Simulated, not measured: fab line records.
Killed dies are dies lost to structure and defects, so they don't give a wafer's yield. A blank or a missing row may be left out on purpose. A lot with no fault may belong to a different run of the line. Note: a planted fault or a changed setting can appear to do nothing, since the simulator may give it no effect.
fab line records | flow sky130
record lots=12 wafers=36 lastDay=50
route steps=708 shown METAL2@498 VIA2@510 VIA3@597 PAD_OPEN@708
lots that met no fault: from a run of the same line without faults
startH: the number of hours between the record's first day and the start of the first shown wafer of the lot | waitH: hours from the lot's prior step to this one | " identical to the entry in the row above | L1.1+2: several wafers, shown together as one row | - no value present, or no start provided | * or withheld: withheld | < > ~ a bound
route shown NAME@n: names a module that has steps shown in the file, with the first one's number in the route | usual: the fault-free wafers' mean and standard deviation | same: alike in all rows | chamber/n: place in a boat | sites: readings site by site | _std_site: the standard deviation of these | _edge_site: the outer-site mean with the inner-site mean subtracted | radiusMm: how far each site lies from the wafer's centre | mask NAME#n: copy n | behind: tool/chamber where the wafer was last shaped | hold: reason for holding the lot/hours on hold/outcome of the hold | device: whichever transistor did not switch (one of n, p or np) | end of line: at the end of the route, the tests of the same wafers | for a step that has no rows: nothing shown but its recipe | killed: the dies lost at the first sort to structure and to defects; this is not the yield of the wafer | map: shows each die of a wafer: x if killed, . if not, _ if none is there
set.NAME: the run value of the setting; set.NAME@STEP: its run value at that earlier step | model.NAME: the simulator's own value behind a step, which no gauge read
steps of the route over a sample of lots; a table a step, a row a wafer
services: a tool's chamber out of use, with start hour (startH, from the record's first day; less than 0 if before it), hours out, and reason
## steps
# step SKY_METAL2_CD_MEAS_15
# recipe targetCdNm=140
# usual cdNm=140.2/1.6
# columns lot.wafer tool chamber startH waitH cdNm
L322.2 cdSem-01 - 810.14 - 141.1
L322.3 " - " " 140.0
L322.5 " - " " 142.6
L324.1 cdSem-01 - 848.40 - 138.3
L324.4 " - " " 138.3
L324.6 " - " " 138.9
L326.2 cdSem-01 - 864.32 - 139.7
L326.5 " - " " 139.2
L326.6 " - " " 138.9
L328.1 cdSem-01 - 874.25 - 141.9
L328.3 " - " " 142.5
L328.4 " - " " 140.6
L330.1 cdSem-01 - 883.17 - 139.1
L330.4 " - " " 140.0
L330.5 " - " " 138.4
L331.4 cdSem-01 - 890.13 - 141.0
L331.5 " - " " 142.1
L331.6 " - " " 141.6
L332.1 cdSem-01 - 891.42 - 142.6
L332.2 " - " " 140.9
L332.4 " - " " 144.6
L333.2 cdSem-02 - 905.97 - 138.7
L333.3 " - " " 141.2
L333.5 " - " " 140.3
L334.2 cdSem-01 - 906.69 - 140.3
L334.3 " - " " 139.8
L334.4 " - " " 141.3
L337.1 cdSem-01 - 918.97 - 138.4
L337.3 " - " " 138.4
L337.5 " - " " 136.9
L339.1 cdSem-01 - 923.15 - 138.5
L339.5 " - " " 140.1
L339.6 " - " " 139.3
L344.3 cdSem-01 - 971.39 - 138.9
L344.5 " - " " 138.2
L344.6 " - " " 137.1
# step SKY_METAL2_ETCH_18
# recipe chemistry=N2/H2 target=BARC ionEnergyEv=200 biasW=100 pressureMtorr=30 n2FlowSccm=100 h2FlowSccm=200 icpW=500 stopOn=SiO2 timeS=45.9 targetDepthA=600
# usual drypumpMotorCurrentA=6.0/0.41 oesProductAu=0.855/0.005 throttleValvePct=13.225/0.0095
# columns lot.wafer tool chamber startH waitH drypumpMotorCurrentA oesProductAu rfHoursCounterH throttleValvePct
L322.2 rieMetal-01 1 810.31 0.0 6.7 0.855 13 13.227
L322.3 " 1 " " 6.6 0.847 - 13.231
L322.5 " 0 " " 6.0 0.866 - 13.223
L324.1 rieMetal-03 1 848.59 0.0 6.5 0.850 16 13.223
L324.4 " 0 " " 5.8 0.854 - 13.235
L324.6 " 1 " " 6.5 0.855 - 13.224
L326.2 rieMetal-01 1 864.49 0.0 6.7 0.852 16 13.224
L326.5 " 0 " " 6.0 0.861 - 13.232
L326.6 " 1 " " 6.6 0.849 - 13.223
L328.1 rieMetal-02 1 874.47 0.1 5.6 0.850 13 13.216
L328.3 " 1 " " 5.6 0.857 - 13.222
L328.4 " 1 " " 5.6 0.851 - 13.235
L330.1 rieMetal-02 1 883.39 0.1 5.6 0.846 14 13.226
L330.4 " 1 " " 5.6 0.854 - 13.240
L330.5 " 1 " " 5.6 0.860 - 13.237
L331.4 rieMetal-02 1 890.36 0.1 5.6 0.848 - 13.212
L331.5 " 1 " " 5.6 0.850 - 13.216
L331.6 " 1 " " 5.6 0.852 - 13.232
L332.1 rieMetal-03 1 891.61 0.0 6.6 0.849 18 13.230
L332.2 " 0 " " 5.8 0.848 15 13.226
L332.4 " 0 " " 5.8 0.863 - 13.220
L333.2 rieMetal-01 1 906.14 0.0 6.6 0.851 18 13.221
L333.3 " 0 " " 6.0 0.858 - 13.240
L333.5 " 0 " " 6.0 0.859 - 13.218
L334.2 rieMetal-02 1 906.91 0.1 5.6 0.853 - 13.215
L334.3 " 1 " " 5.6 0.861 - 13.229
L334.4 " 1 " " 5.6 0.847 - 13.228
L337.1 rieMetal-01 0 919.16 0.0 6.0 0.861 8 13.224
L337.3 " 1 " " 6.7 0.850 - 13.219
L337.5 " 1 " " 6.7 0.862 - 13.238
L339.1 rieMetal-01 1 923.34 0.0 6.7 0.855 19 13.220
L339.5 " 1 " " 6.6 0.862 - 13.215
L339.6 " 0 " " 6.0 0.853 - 13.216
L344.3 rieMetal-02 0 971.56 0.0 5.7 0.869 - 13.224
L344.5 " 1 " " 5.6 0.853 - 13.219
L344.6 " 0 " " 5.7 0.856 - 13.225
# step SKY_VIA2_BOW_MEAS_03
# recipe mode=bow
# usual VIA2_BOW=86/7.1
# columns lot.wafer tool chamber startH waitH VIA2_BOW[um]
L322.2 filmMetro-02 - 811.56 0.1 92
L322.3 " - " " 81
L322.5 " - " " 81
L324.1 filmMetro-02 - 849.82 0.2 92
L324.4 " - " " 88
L324.6 " - " " 98
L326.2 filmMetro-02 - 865.83 0.2 81
L326.5 " - " " 81
L326.6 " - " " 97
L328.1 filmMetro-02 - 876.29 0.1 89
L328.3 " - " " 88
L328.4 " - " " 97
L330.1 filmMetro-04 - 885.17 0.1 83
L330.4 " - " " 96
L330.5 " - " " 93
L331.4 filmMetro-04 - 892.16 0.2 96
L331.5 " - " " 89
L331.6 " - " " 80
L332.1 filmMetro-02 - 893.35 0.2 78
L332.2 " - " " 82
L332.4 " - " " 89
L333.2 filmMetro-04 - 907.50 0.1 83
L333.3 " - " " 76
L333.5 " - " " 85
L334.2 filmMetro-04 - 908.53 0.2 84
L334.3 " - " " 89
L334.4 " - " " 74
L337.1 filmMetro-04 - 920.49 0.2 67
L337.3 " - " " 87
L337.5 " - " " 89
L339.1 filmMetro-01 - 924.66 0.2 85
L339.5 " - " " 87
L339.6 " - " " 85
L344.3 filmMetro-01 - 972.82 0.2 90
L344.5 " - " " 74
L344.6 " - " " 84
# step SKY_VIA3_CMP_24
# recipe stopOn=SiO2 tOverpolishS=20 downForcePsi=3.5 platenRpm=60 targetThkNm=0 padVelocityMS=0.94248
# usual headPressurePsi=3.501/0.0075 motorCurrentA=10.6/1.2 overpolishRunS=20.000/0.0085 timeToEndpointS=95/5.1
# columns lot.wafer tool chamber startH waitH headPressurePsi motorCurrentA overpolishRunS timeToEndpointS
L322.3 cmp-02 1 919.94 0.1 3.502 8.7 19.998 93
L322.2 " 3 " " 3.501 10.4 19.999 91
L322.5 " 1 " " 3.499 8.5 19.983 91
L324.1 cmp-02 3 952.43 0.1 3.488 10.4 19.989 91
L324.4 " 0 " " 3.504 10.0 20.000 102
L324.6 " 2 " " 3.504 10.2 20.008 100
L326.2 cmp-02 1 970.59 0.1 3.497 8.5 19.987 93
L326.6 " 0 " " 3.503 9.8 20.001 102
L326.5 " 1 " " 3.508 7.9 20.009 90
L328.3 cmp-02 1 977.46 0.0 3.515 8.0 20.003 92
L328.4 " 3 " " 3.499 10.4 19.994 92
L328.1 " 0 " " 3.481 9.8 19.996 99
L330.1 cmp-02 3 987.75 0.1 3.508 10.4 20.007 93
L330.4 " 1 " " 3.504 8.7 19.998 95
L330.5 " 2 " " 3.492 11.2 20.003 104
L331.4 cmp-01 0 995.25 0.0 3.507 12.4 20.001 100
L331.6 " 0 " " 3.498 11.7 20.000 95
L331.5 " 1 " " 3.494 10.1 20.005 93
L332.1 cmp-01 0 995.60 0.1 3.483 12.6 19.995 97
L332.4 " 1 " " 3.492 10.6 20.007 99
L332.2 " 2 " " 3.507 12.6 20.002 92
L333.2 cmp-02 3 1005.02 0.1 3.508 10.9 19.999 91
L333.3 " 0 " " 3.497 9.9 20.001 104
L333.5 " 3 " " 3.497 10.4 20.014 94
L334.3 cmp-01 2 1005.38 0.0 3.501 12.8 20.008 91
L334.2 " 0 " " 3.497 12.5 19.991 96
L334.4 " 1 " " 3.505 10.8 19.993 97
L337.3 cmp-01 2 1021.08 0.0 3.499 11.8 20.001 90
L337.1 " 0 " " 3.504 12.3 19.995 97
L337.5 " 2 " " 3.493 12.3 19.983 91
L339.1 cmp-02 1 1025.69 0.3 3.505 8.6 0.043 150
L339.6 " 2 " " 3.505 11.0 20.008 103
L339.5 " 3 " " 3.501 10.9 20.011 91
L344.3 cmp-01 2 1070.61 1.7 3.515 12.1 20.006 90
L344.6 " 1 " " 3.505 10.9 19.986 102
L344.5 " 2 " " 3.506 12.4 20.010 91
# step SKY_PAD_OPEN_PROBE_99
# usual defectLimitedYield=82.2/1.8 killed_at_M0_to_M3=42/6.1 killed_at_M4_up=3.3/1.7 killedAtContacts=25/5.4 killedAtFrontEnd=16/4.6 killedAtOther=0.4/0.55 killedDies=87/8.8 killedOnRim=18/3.6 killedOpen=47/7.1 killedShort=40/5.8 sort_bin_3_pad_short=0.9/0.45 sort_bin_5_function=10.7/1.4 sort_bin_6_memory=6.2/1.2 sort_bin_8_speed=0.00/0.017 sortNPass=405/8.8 sortYieldPct=82.2/1.8
# same grossDies=492 killedAtBackSide=0 sort_bin_4_leakage[%]=0
# columns lot.wafer tool chamber startH waitH defectLimitedYield[%] killed_at_M0_to_M3 killed_at_M4_up killedAtContacts killedAtFrontEnd killedAtOther killedDies killedOnRim killedOpen killedShort sort_bin_3_pad_short[%] sort_bin_5_function[%] sort_bin_6_memory[%] sort_bin_8_speed[%] sortNPass sortYieldPct[%]
L322.2 prober-02 - 1067.29 0.1 80.9 48 3 23 20 0 94 22 52 42 2.0 11.0 6.1 0 398 80.9
L322.3 prober-02 - 1067.34 0.2 86.2 27 4 25 11 1 68 21 29 39 0.2 9.6 4.1 0 424 86.2
L322.5 prober-02 - 1067.44 0.2 82.5 41 6 20 18 1 86 16 48 38 0.8 10.4 6.3 0 406 82.5
L324.1 prober-01 - 1091.58 0.1 77.6 54 6 26 24 0 110 21 55 55 1.2 12.6 8.5 0 382 77.6
L324.4 prober-01 - 1091.73 0.2 80.1 50 2 31 15 0 98 21 58 40 1.0 11.6 7.3 0 394 80.1
L324.6 prober-01 - 1091.83 0.2 81.5 46 5 17 23 0 91 20 57 34 0.4 11.2 6.9 0 401 81.5
L326.2 prober-02 - 1110.67 0.1 81.1 46 4 22 20 1 93 17 51 42 0.8 11.2 6.9 0 399 81.1
L326.5 prober-02 - 1110.82 0.2 83.7 42 2 20 16 0 80 13 41 39 0.6 11.2 4.5 0 412 83.7
L326.6 prober-02 - 1110.87 0.2 80.1 53 2 19 23 1 98 22 52 46 0.6 10.4 8.9 0 394 80.1
L328.1 prober-02 - 1115.89 0.1 83.3 36 5 26 14 1 82 15 37 45 0.2 11.4 5.1 0 410 83.3
L328.3 prober-02 - 1115.99 0.2 79.1 47 2 36 18 0 103 16 51 52 0.6 13.0 7.3 0 389 79.1
L328.4 prober-02 - 1116.04 0.2 82.1 41 7 24 15 1 88 20 49 37 1.2 11.6 5.1 0 404 82.1
L330.1 prober-02 - 1122.43 0.1 81.9 50 2 26 10 1 89 18 54 34 1.6 10.6 5.9 0 403 81.9
L330.4 prober-02 - 1122.58 0.2 82.1 43 4 31 8 2 88 21 47 39 1.0 9.8 7.1 0 404 82.1
L330.5 prober-02 - 1122.63 0.2 83.3 47 2 23 10 0 82 18 36 46 0.6 8.7 7.3 0 410 83.3
L331.4 prober-02 - 1130.02 0.2 81.5 39 1 32 18 1 91 17 52 37 0.4 12.6 5.5 0 401 81.5
L331.5 prober-02 - 1130.07 0.2 82.7 38 3 29 15 0 85 15 48 35 0.8 10.8 5.7 0 407 82.7
L331.6 prober-02 - 1130.12 0.2 81.5 41 6 24 20 0 91 20 51 38 0.6 10.6 7.3 0 401 81.5
L332.1 prober-02 - 1131.55 0.1 80.7 38 3 24 28 2 95 17 46 49 0.2 13.4 5.7 0 397 80.7
L332.2 prober-02 - 1131.60 0.1 81.5 46 6 31 8 0 91 18 47 44 1.4 10.2 6.9 0 401 81.5
L332.4 prober-02 - 1131.70 0.2 83.1 46 4 26 7 0 83 14 40 43 1.4 9.1 6.3 0 409 83.1
L333.2 prober-02 - 1138.60 0.1 82.3 41 2 33 10 1 87 14 51 35 0.2 11.0 6.5 0 405 82.3
L333.3 prober-02 - 1138.65 0.2 81.3 43 4 26 19 0 92 15 48 44 0.2 12.2 6.3 0 400 81.3
L333.5 prober-02 - 1138.75 0.2 82.7 41 6 24 13 1 85 18 47 38 1.2 8.5 7.5 0 407 82.7
L334.2 prober-02 - 1138.90 0.2 81.3 54 2 24 12 0 92 23 61 31 0.2 11.6 6.9 0 400 81.3
L334.3 prober-02 - 1138.95 0.3 83.9 32 2 20 25 0 79 16 40 39 0.4 8.9 6.7 0 413 83.9
L334.4 prober-02 - 1139.00 0.3 82.9 45 3 19 17 0 84 13 43 41 1.6 10.6 4.9 0 408 82.9
L337.1 prober-01 - 1152.94 0.1 83.3 48 2 16 15 1 82 13 35 47 1.0 8.7 6.9 0 410 83.3
L337.3 prober-01 - 1153.04 0.2 82.7 39 2 28 16 0 85 14 45 39 1.2 11.0 5.1 0 407 82.7
L337.5 prober-01 - 1153.14 0.2 82.3 44 2 31 10 0 87 18 55 32 0.4 10.8 6.5 0 405 82.3
L339.1 prober-02 - 1155.68 0.1 0 449 2 30 10 1 492 96 41 39 85.0 10.0 5.1 0 0 0
L339.5 prober-02 - 1155.88 0.2 81.7 38 2 35 15 0 90 21 39 51 1.0 10.8 6.5 0 402 81.7
L339.6 prober-02 - 1155.93 0.2 82.1 49 4 26 9 0 88 18 45 43 1.4 10.6 5.9 0 404 82.1
L344.3 prober-02 - 1190.05 0.2 84.3 36 5 13 22 1 77 9 39 38 1.0 8.5 6.1 0 415 84.3
L344.5 prober-02 - 1190.15 0.2 82.7 39 1 29 16 0 85 12 45 40 0.8 10.6 5.9 0 407 82.7
L344.6 prober-02 - 1190.20 0.2 79.9 50 3 26 19 1 99 25 48 51 1.2 11.0 7.9 0.20 392 79.7
# killed by level:class
L322.2 FIELD_ISO:geometricParticle:open=10 VIA1:geometricParticle:open=8 VIA2:geometricParticle:open=8 CONTACT:geometricParticle:open=7 METAL1:geometricParticle:short=7 VIA1:geometricParticle:short=7 VIA3:geometricParticle:open=7 FIELD_ISO:geometricParticle:short=6
L322.3 CONTACT:geometricParticle:open=8 METAL2:geometricParticle:short=6 FIELD_ISO:geometricParticle:open=5 LOCAL_INTERCONNECT:geometricParticle:short=5 FIELD_ISO:geometricParticle:short=4 LI_CONTACT:geometricParticle:short=4 LI_CONTACT:geometricParticle:open=4 CONTACT:geometricParticle:short=4
L322.5 VIA1:geometricParticle:open=12 CONTACT:geometricParticle:open=10 FIELD_ISO:geometricParticle:open=7 METAL1:geometricParticle:open=5 METAL1:geometricParticle:short=4 FIELD_ISO:geometricParticle:short=4 LI_CONTACT:geometricParticle:short=4 METAL4:geometricParticle:short=4
L324.1 VIA1:geometricParticle:open=12 CONTACT:geometricParticle:open=11 FIELD_ISO:geometricParticle:open=7 VIA1:geometricParticle:short=7 FIELD_ISO:geometricParticle:short=6 VIA3:geometricParticle:short=6 VIA3:geometricParticle:open=6 LOCAL_INTERCONNECT:geometricParticle:short=5
L324.4 CONTACT:geometricParticle:open=11 VIA1:geometricParticle:open=10 LI_CONTACT:geometricParticle:open=10 METAL1:geometricParticle:short=8 VIA2:geometricParticle:open=8 CONTACT:geometricParticle:short=7 VIA3:geometricParticle:open=7 FIELD_ISO:geometricParticle:short=5
L324.6 VIA1:geometricParticle:open=16 FIELD_ISO:geometricParticle:open=8 CONTACT:geometricParticle:open=8 VIA3:geometricParticle:open=7 VIA2:geometricParticle:open=5 LI_CONTACT:geometricParticle:open=5 METAL3:geometricParticle:short=5 METAL4:geometricParticle:short=5
L326.2 VIA1:geometricParticle:open=8 LI_CONTACT:geometricParticle:open=8 CONTACT:geometricParticle:open=7 VIA3:geometricParticle:open=6 POLY_GATE:geometricParticle:short=5 LI_CONTACT:geometricParticle:short=5 METAL1:geometricParticle:short=5 METAL2:geometricParticle:short=5
L326.5 CONTACT:geometricParticle:open=6 VIA1:geometricParticle:open=6 METAL2:geometricParticle:short=6 VIA2:geometricParticle:open=6 LI_CONTACT:geometricParticle:open=5 METAL1:geometricParticle:short=5 VIA1:geometricParticle:short=5 FIELD_ISO:geometricParticle:open=4
L326.6 VIA1:geometricParticle:open=11 POLY_GATE:geometricParticle:short=10 METAL2:geometricParticle:short=7 LI_CONTACT:geometricParticle:open=7 CONTACT:geometricParticle:open=7 VIA3:geometricParticle:open=7 VIA2:geometricParticle:open=7 VIA1:geometricParticle:short=6
L328.1 CONTACT:geometricParticle:open=9 CONTACT:geometricParticle:short=6 VIA1:geometricParticle:short=6 POLY_GATE:geometricParticle:short=5 LI_CONTACT:geometricParticle:open=5 METAL2:geometricParticle:short=5 VIA2:geometricParticle:open=5 FIELD_ISO:geometricParticle:short=4
L328.3 LOCAL_INTERCONNECT:geometricParticle:short=13 VIA1:geometricParticle:open=9 LI_CONTACT:geometricParticle:open=8 VIA3:geometricParticle:open=7 CONTACT:geometricParticle:open=7 VIA2:geometricParticle:open=6 METAL1:geometricParticle:short=5 METAL3:geometricParticle:short=5
L328.4 CONTACT:geometricParticle:open=11 VIA3:geometricParticle:open=9 VIA2:geometricParticle:open=7 VIA1:geometricParticle:short=6 VIA1:geometricParticle:open=6 METAL4:geometricParticle:short=6 FIELD_ISO:geometricParticle:short=4 POLY_GATE:geometricParticle:open=4
L330.1 VIA2:geometricParticle:open=11 CONTACT:geometricParticle:open=9 VIA1:geometricParticle:open=9 VIA3:geometricParticle:open=8 LI_CONTACT:geometricParticle:open=7 METAL2:geometricParticle:short=7 VIA1:geometricParticle:short=5 CONTACT:geometricParticle:short=4
L330.4 CONTACT:geometricParticle:open=9 LI_CONTACT:geometricParticle:open=8 LOCAL_INTERCONNECT:geometricParticle:short=8 VIA3:geometricParticle:open=8 VIA3:geometricParticle:short=7 VIA1:geometricParticle:open=6 METAL1:geometricParticle:short=5 POLY_GATE:geometricParticle:short=4
L330.5 VIA2:geometricParticle:open=9 VIA3:geometricParticle:open=8 CONTACT:geometricParticle:open=7 LOCAL_INTERCONNECT:geometricParticle:short=5 METAL1:geometricParticle:short=5 METAL2:geometricParticle:short=5 VIA3:geometricParticle:short=5 POLY_GATE:geometricParticle:short=4
L331.4 CONTACT:geometricParticle:open=12 VIA1:geometricParticle:open=10 VIA3:geometricParticle:open=9 LI_CONTACT:geometricParticle:open=6 CONTACT:geometricParticle:short=6 METAL1:geometricParticle:short=6 POLY_GATE:geometricParticle:open=5 LI_CONTACT:geometricParticle:short=4
L331.5 CONTACT:geometricParticle:open=11 LI_CONTACT:geometricParticle:open=9 VIA2:geometricParticle:open=7 LI_CONTACT:geometricParticle:short=6 VIA1:geometricParticle:open=5 VIA1:geometricParticle:short=4 METAL2:geometricParticle:short=4 VIA2:geometricParticle:short=4
L331.6 VIA1:geometricParticle:open=8 LI_CONTACT:geometricParticle:open=8 CONTACT:geometricParticle:open=6 VIA3:geometricParticle:open=6 VIA2:geometricParticle:open=5 SPACER:geometricParticle:open=4 CONTACT:geometricParticle:short=4 METAL2:geometricParticle:short=4
L332.1 CONTACT:geometricParticle:open=9 VIA1:geometricParticle:open=8 FIELD_ISO:geometricParticle:short=7 POLY_GATE:geometricParticle:open=7 LOCAL_INTERCONNECT:geometricParticle:short=7 METAL2:geometricParticle:short=6 POLY_GATE:geometricParticle:short=5 VIA3:geometricParticle:open=5
L332.2 CONTACT:geometricParticle:open=12 METAL2:geometricParticle:short=11 LI_CONTACT:geometricParticle:open=10 VIA2:geometricParticle:open=6 METAL3:geometricParticle:short=6 VIA1:geometricParticle:open=5 METAL1:geometricParticle:short=5 POLY_GATE:geometricParticle:open=4
L332.4 VIA3:geometricParticle:open=9 LI_CONTACT:geometricParticle:open=8 CONTACT:geometricParticle:short=7 METAL2:geometricParticle:short=7 CONTACT:geometricParticle:open=6 METAL1:geometricParticle:short=5 VIA1:geometricParticle:open=5 METAL3:geometricParticle:short=4
L333.2 LI_CONTACT:geometricParticle:open=16 METAL1:geometricParticle:short=10 VIA2:geometricParticle:open=8 CONTACT:geometricParticle:open=7 VIA3:geometricParticle:open=6 VIA1:geometricParticle:open=5 METAL2:geometricParticle:short=5 LOCAL_INTERCONNECT:geometricParticle:short=4
L333.3 VIA1:geometricParticle:open=10 METAL1:geometricParticle:short=9 CONTACT:geometricParticle:open=8 FIELD_ISO:geometricParticle:open=7 VIA2:geometricParticle:open=6 CONTACT:geometricParticle:short=6 LI_CONTACT:geometricParticle:open=5 METAL2:geometricParticle:short=5
L333.5 CONTACT:geometricParticle:open=10 VIA1:geometricParticle:open=9 METAL2:geometricParticle:short=7 LI_CONTACT:geometricParticle:open=6 VIA3:geometricParticle:short=6 POLY_GATE:geometricParticle:open=5 METAL1:geometricParticle:short=5 FIELD_ISO:geometricParticle:short=4
L334.2 VIA1:geometricParticle:open=13 VIA2:geometricParticle:open=10 VIA3:geometricParticle:open=9 LI_CONTACT:geometricParticle:open=8 CONTACT:geometricParticle:open=8 METAL1:geometricParticle:short=6 VIA1:geometricParticle:short=6 FIELD_ISO:geometricParticle:open=5
L334.3 CONTACT:geometricParticle:open=7 VIA1:geometricParticle:open=7 FIELD_ISO:geometricParticle:short=6 POLY_GATE:geometricParticle:short=6 LI_CONTACT:geometricParticle:open=6 VIA3:geometricParticle:short=6 VIA2:geometricParticle:open=5 SPACER:geometricParticle:short=4
L334.4 VIA1:geometricParticle:open=15 VIA1:geometricParticle:short=8 CONTACT:geometricParticle:open=7 POLY_GATE:geometricParticle:short=5 CONTACT:geometricParticle:short=5 VIA3:geometricParticle:open=5 VIA2:geometricParticle:open=4 FIELD_ISO:geometricParticle:open=3
L337.1 METAL1:geometricParticle:short=9 VIA1:geometricParticle:open=8 METAL2:geometricParticle:short=7 POLY_GATE:geometricParticle:open=6 CONTACT:geometricParticle:short=6 LI_CONTACT:geometricParticle:open=5 METAL3:geometricParticle:short=5 VIA1:geometricParticle:short=4
L337.3 LI_CONTACT:geometricParticle:open=9 VIA1:geometricParticle:open=7 VIA2:geometricParticle:open=7 LOCAL_INTERCONNECT:geometricParticle:short=6 CONTACT:geometricParticle:open=6 METAL2:geometricParticle:short=6 POLY_GATE:geometricParticle:open=5 VIA1:geometricParticle:short=4
L337.5 LI_CONTACT:geometricParticle:open=11 CONTACT:geometricParticle:open=10 VIA1:geometricParticle:open=9 METAL2:geometricParticle:short=6 VIA2:geometricParticle:open=6 VIA3:geometricParticle:open=6 METAL2:geometricParticle:open=5 VIA2:geometricParticle:short=5
L339.1 VIA3:areaCmp=412 CONTACT:geometricParticle:open=13 LI_CONTACT:geometricParticle:open=8 VIA1:geometricParticle:open=7 METAL1:geometricParticle:short=6 VIA1:geometricParticle:short=6 VIA2:geometricParticle:open=6 CONTACT:geometricParticle:short=4
L339.5 CONTACT:geometricParticle:short=11 VIA2:geometricParticle:open=8 LOCAL_INTERCONNECT:geometricParticle:short=7 CONTACT:geometricParticle:open=7 FIELD_ISO:geometricParticle:open=5 LI_CONTACT:geometricParticle:short=5 LI_CONTACT:geometricParticle:open=5 METAL1:geometricParticle:short=5
L339.6 METAL2:geometricParticle:short=10 CONTACT:geometricParticle:open=10 VIA3:geometricParticle:open=6 VIA2:geometricParticle:open=5 CONTACT:geometricParticle:short=5 VIA2:geometricParticle:short=5 METAL3:geometricParticle:short=5 FIELD_ISO:geometricParticle:open=4
L344.3 VIA1:geometricParticle:open=8 POLY_GATE:geometricParticle:open=6 VIA2:geometricParticle:open=6 FIELD_ISO:geometricParticle:open=5 CONTACT:geometricParticle:open=5 METAL2:geometricParticle:short=5 CONTACT:geometricParticle:short=5 VIA2:geometricParticle:short=5
L344.5 VIA1:geometricParticle:open=9 CONTACT:geometricParticle:open=7 METAL2:geometricParticle:short=7 VIA2:geometricParticle:open=7 LI_CONTACT:geometricParticle:open=6 LOCAL_INTERCONNECT:geometricParticle:short=6 FIELD_ISO:geometricParticle:short=5 FIELD_ISO:geometricParticle:open=4
L344.6 CONTACT:geometricParticle:open=11 VIA2:geometricParticle:open=7 METAL2:geometricParticle:short=7 CONTACT:geometricParticle:short=6 METAL1:geometricParticle:short=6 VIA1:geometricParticle:short=6 VIA3:geometricParticle:open=6 METAL3:geometricParticle:short=5
## services
# columns tool chamber startH hours kind
cmp-01 - 797.47 6.1 pm
cmp-01 - 803.60 4.8 pm
cmp-02 - 803.77 0.6 repair
cmp-01 - 804.68 4.7 repair
cmp-01 - 844.00 0.2 repair
cmp-02 - 849.99 1.4 repair
cmp-02 - 855.26 1.8 repair
rieMetal-03 - 865.37 1.2 repair
rieMetal-02 0 869.10 77.0 repair
cmp-02 - 877.77 1.3 repair
rieMetal-03 - 895.28 28.1 pm
rieMetal-01 - 910.99 1.4 pm
cmp-02 - 912.00 4.0 pm
rieMetal-02 - 918.45 2.8 pm
cmp-02 - 956.47 1.6 repair
cmp-02 - 992.42 0.3 repair
rieMetal-03 0 996.31 5.4 repair
cmp-02 - 1007.42 3.6 repair
cmp-01 - 1019.92 0.7 repair
cmp-02 - 1031.35 0.3 repair
cmp-02 - 1040.95 0.4 repair
rieMetal-03 0 1041.34 3.8 repair
rieMetal-02 - 1053.66 0.8 repair
rieMetal-01 - 1056.73 2.8 pm
## key
firstSign step=SKY_VIA3_CMP_24 reading=overpolishRunS direction=down sigmas=99+ usual=20.000 struck=0.043
effect step=SKY_VIA3_CMP_24 reading=timeToEndpointS direction=up sigmas=11 usual=* struck=*
effect step=SKY_PAD_OPEN_PROBE_99 reading=sort_bin_3_pad_short direction=up sigmas=99+ usual=0.9 struck=85.0
moreKillsBornAt SKY_VIA3_CMP_24@cmp-02=412
metAt SKY_VIA3_CMP_24
struckLots L339
struckWafers L339.1
laterRowsLeftOut L339.1
notActingAt SKY_METAL2_CD_MEAS_15,SKY_METAL2_ETCH_18,SKY_VIA2_BOW_MEAS_03
onsetBetween 1005.02 1025.69
fault kind=processParameterDrift tool=cmp-02 chamber=- onsetH=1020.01 steps=SKY_VIA3_CMP_24 channel=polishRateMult offset=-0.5 shape=step endH=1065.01 scope=struckWafersOnly
# laterRowsLeftOut: the simulator's readings of these wafers behind a module that went badly wrong aren't trusted and aren't shown, but for the sort
